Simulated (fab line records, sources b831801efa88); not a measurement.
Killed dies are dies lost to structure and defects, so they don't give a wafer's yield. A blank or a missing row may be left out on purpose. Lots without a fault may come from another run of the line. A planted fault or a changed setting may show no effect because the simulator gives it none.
Tool commonality check | flow gf180mcu | 15 lots, 45 wafers sampled

WHY IT WAS OPENED
At GF_HV_LDD_OVL_MEAS_47 the reading HV_LDD_03_OVL is flagged on 3 of 15 lots. Wafers without a fault read -0.5 nm, standard deviation 1.5.
Rule: a lot is flagged when every wafer of it that has a number lies more than 4 standard deviations from that mean, or none has a number. The other lots count as sound.

lot  | measured     | on         | HV_LDD_03_OVL (nm), wafer by wafer | flag
L784 | day 12 16:47 | overlay-02 | -1.4 1.0 -3.0                      |
L785 | day 12 21:59 | overlay-01 | 0.9 0.8 0.3                        |
L787 | day 13 10:29 | overlay-02 | -0.6 0.3 0.3                       |
L788 | day 13 23:08 | overlay-01 | -1.5 -0.6 -0.2                     |
L789 | day 14 11:03 | overlay-01 | 0.7 -0.6 0.9                       |
L790 | day 14 15:23 | overlay-02 | -0.8 0.1 -0.9                      |
L791 | day 15 01:55 | overlay-02 | -0.8 1.0 2.2                       |
L792 | day 15 08:19 | overlay-01 | -0.2 -0.2 0.5                      |
L796 | day 17 02:07 | overlay-01 | 56.2 57.2 57.8                     | FLAGGED
L798 | day 17 18:28 | overlay-02 | 58.5 59.0 57.2                     | FLAGGED
L799 | day 17 23:01 | overlay-01 | 56.9 57.7 58.2                     | FLAGGED
L801 | day 18 16:28 | overlay-02 | -3.3 -2.8 -0.6                     |
L803 | day 19 06:21 | overlay-01 | 2.5 1.4 1.5                        |
L804 | day 19 10:37 | overlay-01 | 0.6 3.2 3.6                        |
L806 | day 20 01:01 | overlay-02 | 0.1 -1.6 -3.4                      |
The numbers of the flagged lots are 57.6 nm on average: +58.1 nm against the usual, or +39 standard deviations.

WHICH TOOL RAN EACH LOT
The record holds 1 process step before the reading, out of a route of 602 steps. In each cell: the tool, then ch and the chambers that the sampled wafers went through, then the start.
lot  | flag    | GF_HV_LDD_EXPOSE_43
L784 |         | iline_stepper-02 ch 0, day 12 07:01
L785 |         | iline_stepper-01 ch 0, day 12 12:03
L787 |         | iline_stepper-01 ch 0, day 13 00:58
L788 |         | iline_stepper-01 ch 0, day 13 12:43
L789 |         | iline_stepper-01 ch 0, day 14 01:04
L790 |         | iline_stepper-02 ch 0, day 14 04:52
L791 |         | iline_stepper-01 ch 0, day 14 15:20
L792 |         | iline_stepper-02 ch 0, day 14 21:28
L796 | FLAGGED | iline_stepper-02 ch 0, day 16 15:11
L798 | FLAGGED | iline_stepper-02 ch 0, day 17 06:45
L799 | FLAGGED | iline_stepper-02 ch 0, day 17 11:31
L801 |         | iline_stepper-01 ch 0, day 18 04:34
L803 |         | iline_stepper-01 ch 0, day 18 18:52
L804 |         | iline_stepper-01 ch 0, day 18 22:11
L806 |         | iline_stepper-01 ch 0, day 19 13:28
What these steps do:
- GF_HV_LDD_EXPOSE_43: exposes mask Pplus HV AREA, target cd 400 nm.
- GF_HV_LDD_OVL_MEAS_47

FLAGGED OVER TOTAL, TOOL BY TOOL (the gauges that took the reading come last)
step                  | tool             | lots run | flagged | share of the flagged lots | sound lots run after its first flagged lot
GF_HV_LDD_EXPOSE_43   | iline_stepper-01 | 9        | 0       | none                      | -
GF_HV_LDD_EXPOSE_43   | iline_stepper-02 | 6        | 3       | all                       | 0
GF_HV_LDD_OVL_MEAS_47 | overlay-01       | 8        | 2       | some                      | 2 (L803,L804)
GF_HV_LDD_OVL_MEAS_47 | overlay-02       | 7        | 1       | some                      | 2 (L801,L806)

WHAT THE TABLE ALLOWS
1 row of the table ran every flagged lot: iline_stepper-02 at GF_HV_LDD_EXPOSE_43.
- iline_stepper-02 at GF_HV_LDD_EXPOSE_43: 3 of its 6 lots flagged. Its last sound lot is L792 (day 14 21:28), its first flagged lot L796 (day 16 15:11): a fault that began between those two fits.
One tool is left: iline_stepper-02 at GF_HV_LDD_EXPOSE_43.

WHAT THE SIMULATOR HAD PUT IN
Scanner matching overlay: iline_stepper-02, from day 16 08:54 on, at GF_HV_LDD_EXPOSE_43. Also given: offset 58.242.
Lots struck among those shown: L796, L798, L799. The rule above found the same.
